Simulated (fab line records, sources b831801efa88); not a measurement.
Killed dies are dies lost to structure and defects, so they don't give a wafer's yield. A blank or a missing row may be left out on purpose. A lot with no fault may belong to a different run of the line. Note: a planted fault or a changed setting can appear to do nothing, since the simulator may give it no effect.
Split-lot experiment | flow sfq-line | route with 325 steps; 5 lots, 23 wafers read

THE SPLIT
At SFQ_TRILAYER_M0_LITHO_PEB_024 (peb time 60 s), the setting peb-time-s was moved away from the recipe's 60 s on 10 of the 23 wafers read, by -14.7% to +11.4%. For the rest of the wafers, this setting stayed at what the recipe calls for.

FROM SPLIT TO READING: 1 step shown by the file between the two
- SFQ_TRILAYER_M0_LITHO_DEVELOP_023: time 60 s

THE READING
M0.cd-nm (the simulator's own value, which no gauge read), in nm, at SFQ_TRILAYER_M0_BARC_OPEN_METAL_ETCH_031 (etches BARC in O2, target depth 125 nm, time 41.7 s). The file does not state a usual value for it. Average 499.8 nm, standard deviation 1.2 nm, over the 13 wafers here run with the recipe.

wafer  | tool, chamber at the split | peb-time-s as run, s | against the recipe | M0.cd-nm, nm | against lot-mates on the recipe
L074.1 | litho-track-02, 0          | 60                   | recipe             | 499.2        | -
L074.5 | litho-track-02, 0          | 60                   | recipe             | 499.2        | -
L074.2 | litho-track-02, 0          | 66.86                | +11.4%             | 484.9        | -14.3
L074.4 | litho-track-02, 0          | 66.86                | +11.4%             | 484.6        | -14.6
L074.6 | litho-track-02, 0          | 66.86                | +11.4%             | 484.2        | -15.0
L078.1 | litho-track-03, 0          | 60                   | recipe             | 499.3        | -
L078.3 | litho-track-03, 0          | 60                   | recipe             | 498.8        | -
L078.4 | litho-track-03, 0          | 60                   | recipe             | 500.5        | -
L081.1 | litho-track-01, 0          | 55.61                | -7.3%              | 512.7        | +11.2
L081.2 | litho-track-01, 0          | 60                   | recipe             | 501          | -
L081.3 | litho-track-01, 0          | 60                   | recipe             | 501.9        | -
L081.4 | litho-track-01, 0          | 60                   | recipe             | 501.7        | -
L081.5 | litho-track-01, 0          | 55.61                | -7.3%              | 512          | +10.5
L082.1 | litho-track-03, 0          | 63.18                | +5.3%              | 491.7        | -7.3
L082.2 | litho-track-03, 0          | 60                   | recipe             | 499.3        | -
L082.3 | litho-track-03, 0          | 60                   | recipe             | 498.6        | -
L082.4 | litho-track-03, 0          | 63.18                | +5.3%              | 492.4        | -6.6
L082.6 | litho-track-03, 0          | 63.18                | +5.3%              | 492.6        | -6.4
L083.1 | litho-track-02, 0          | 60                   | recipe             | 497.7        | -
L083.3 | litho-track-02, 0          | 60                   | recipe             | 500.4        | -
L083.4 | litho-track-02, 0          | 60                   | recipe             | 499.3        | -
L083.5 | litho-track-02, 0          | 51.19                | -14.7%             | 522.9        | +23.8
L083.6 | litho-track-02, 0          | 51.19                | -14.7%             | 523.6        | +24.5

FIT RESULTS
A straight line over all 23 wafers: M0.cd-nm changes by -1.5 nm for each +1% of peb-time-s; r = -0.99; the points scatter about the line by 1.3 nm.
The same after taking each lot's own level away (the mean of its wafers on the recipe; 23 wafers): -1.46 nm for each +1%; r = -0.99; scatter 1.1 nm.
On that fit, the largest move of peb-time-s shifts the reading by 21 nm.
The lots' own levels span 498.95 to 501.53 nm, that is 2.2 times the standard deviation above.
Consequently the slope shifts little with the lot-to-lot level, the two slopes agreeing.
Check: +21.4 nm against its lot-mates is what the line predicts for one of the wafers moved furthest among these (-14.7%) when that wafer is left out of the fit. It came out at +23.8 nm against them.

FURTHER SPLITS ON THESE WAFERS
Note: prior to the reading, these wafers also went through further splits. Each is held against what the fit with the lots' levels taken away leaves over:
other split on the same wafers                      | wafers away from the commonest value | r with M0.cd-nm (lot level and that fit taken away)
SFQ_TRILAYER_INCOMING_OXIDATION_002 temp-c          | 18                                   | +0.37
SFQ_TRILAYER_L0_LITHO_PEB_008 peb-time-s            | 5                                    | -0.11
SFQ_TRILAYER_L0_VIA_LITHO_PEB_016 peb-time-s        | 11                                   | -0.08
SFQ_TRILAYER_L0_VIA_BARC_OPEN_VIA_ETCH_021 source-w | 9                                    | +0.15
SFQ_TRILAYER_M0_LITHO_COAT_021 spin-rpm             | 9                                    | -0.22

THE FILE'S OWN FIT
M0.cd-nm changes by -1.49 nm for each +1% of peb-time-s, r = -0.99.
